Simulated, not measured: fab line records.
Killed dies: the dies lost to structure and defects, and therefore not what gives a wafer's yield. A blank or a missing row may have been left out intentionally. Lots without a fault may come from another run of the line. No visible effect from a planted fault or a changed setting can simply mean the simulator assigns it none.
A struck lot beside a sound one / flow sky130 / 17 steps out of a route of 708
Sound: wafers L682.2, L682.3, L682.6. Struck: wafers L701.3, L701.4, L701.6. Last of all comes the cause.
Order at every step that has rows: each side's tool, ch and its chambers, its first start. Under that, the readings that differ: sound wafers / struck wafers / difference of the means / sigmas: that difference in standard deviations of wafers without a fault.
alike: words and numbers the same on both sides, and readings whose means are apart by under 2 such deviations; not compared: readings that were withheld, readings missing a value for some wafer, numbers with overlapping values and no deviation given by the record, and bounds like >300 which may hide the same value.
A row with sigmas, a row that says differs or no value, or rows on one side alone: a step with any of these is where the two part. When numbers do not overlap yet have no deviation, they are printed without sigmas and do not part them. Lack of a reading on every wafer of one side parts them only where that side has two or more wafers.

first, 5 steps without rows for these wafers: SKY_SD_N_COAT_02 (resist thk 1159 nm); SKY_SD_N_SOFTBAKE_03 (time 60 s); SKY_SD_N_EXPOSE_04 (exposes mask NSDM, target cd 380 nm); SKY_SD_N_PEB_05; SKY_SD_N_DEVELOP_06 (develop time 60 s).
SKY_SD_N_CD_MEAS_07: target cd 380 nm.
  struck on cd-sem-02, day 35 12:02; sound on cd-sem-02, day 28 17:34
  alike: cd-nm
SKY_SD_N_OVL_MEAS_08:
  struck on overlay-02, day 35 12:07; sound on overlay-02, day 28 17:40
  alike: SD_N_OVL
then, 2 steps without rows for these wafers: SKY_SD_N_IMPLANT_09; SKY_SD_N_IMPLANT_10.
SKY_SD_N_STRIP_11: strips in O2/N2.
  sound on plasma-asher-02 ch 0,1, day 28 18:00; struck on plasma-asher-01 ch 0,1, day 35 12:29
  alike: drypump-motor-current-A, oes-product-au, strip-time-to-endpoint-s
  not compared: rf-hours-counter-h
SKY_SD_N_TW_MEAS_12:
  struck on film-metro-04, day 35 12:34; sound on film-metro-01, day 28 18:07
  alike: SD_N_TW
then, 1 step without rows for these wafers: SKY_SD_N_CLEAN_13 (cleans in SC1/SC2, time 150 s).
SKY_SD_N_RTA_14: time 2 s.
  sound on rtp-anneal-02 ch 0, day 28 18:13; struck on rtp-anneal-02 ch 0, day 35 12:41
reading=lamp-power-pct (%); sound=15.78 15.83 15.87; struck=15.06 15.08 14.93; difference=-0.80; sigmas=-15
  alike: wafer_temp_C_max
SKY_SD_N_RS_MEAS_16: measurement is done with a four-point probe.
  struck on film-metro-04, day 35 12:53; sound on film-metro-02, day 28 18:25
reading=SD_N_RS (ohm/sq); sound=68.70 68.62 68.69; struck=71.75 71.82 71.59; difference=+3.05; sigmas=+23
SKY_SD_N_RS_MEAS_17: measurement is done with a four-point probe.
  struck on film-metro-04, day 35 13:00; sound on film-metro-02, day 28 18:32
reading=SD_P_RS (ohm/sq); sound=147.1 147.3 147.0; struck=166.3 165.7 165.7; difference=+18.8; sigmas=+51
SKY_SD_N_RS_MEAS_18: measurement is done with a four-point probe.
  struck on film-metro-04, day 35 13:07; sound on film-metro-02, day 28 18:39
  alike: RES_XHIGH_RS
-- record jumps: 17 days separate the struck wafers' starts on either side; left off in module SD_N, taken up again in module PAD_OPEN, whose first shown step is the route's number 708 --
SKY_PAD_OPEN_PROBE_99:
  struck on prober-02, day 52 01:19; sound on prober-02, day 47 10:28
reading=model.etest.res-xhigh-po.line-ohm-um; sound=5532 5472 5597; struck=6739 6141 6556; difference=+945; sigmas=
reading=model.etest.res-xhigh-po.rs-ohm-sq; sound=1942 1914 1987; struck=2406 2179 2286; difference=+343; sigmas=
reading=model.etest.pfet_01v8.r-on-ohm-um; sound=2905 2897 2893; struck=3175 3209 3220; difference=+303; sigmas=
reading=model.etest.tip-p.rs-ohm-sq; sound=6847 6855 6914; struck=7048 6981 7034; difference=+149; sigmas=
reading=model.etest.res-pdiff.line-ohm-um; sound=1346 1332 1360; struck=1562 1576 1559; difference=+220; sigmas=
reading=model.etest.res-high-po.line-ohm-um; sound=742.2 738.8 755.8; struck=880.5 842.2 859.2; difference=+115.0; sigmas=
reading=model.etest.pfet-g5v0d10v5.r-on-ohm-um; sound=4736 4696 4695; struck=4903 4886 4844; difference=+169; sigmas=
reading=model.etest.licon-high-po.rc-ohm; sound=344.7 359.5 360.5; struck=498.8 453.1 433.9; difference=+107.0; sigmas=
  alike: killed_at_M0_to_M3, killed_at_M4_up, killed-at-contacts, killed-at-front-end, killed-at-other, killed-dies, killed-open, killed-short

== WHERE THEY PART ==
Earliest at SKY_SD_N_RTA_14; latest, in this record, at SKY_SD_N_RS_MEAS_17. Later steps at which nothing parts them and some readings are alike: SKY_SD_N_RS_MEAS_18, SKY_PAD_OPEN_PROBE_99.

WHY: what the simulator had put in
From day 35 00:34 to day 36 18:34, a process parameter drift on rtp-anneal-02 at SKY_SD_N_RTA_14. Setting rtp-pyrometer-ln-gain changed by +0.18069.
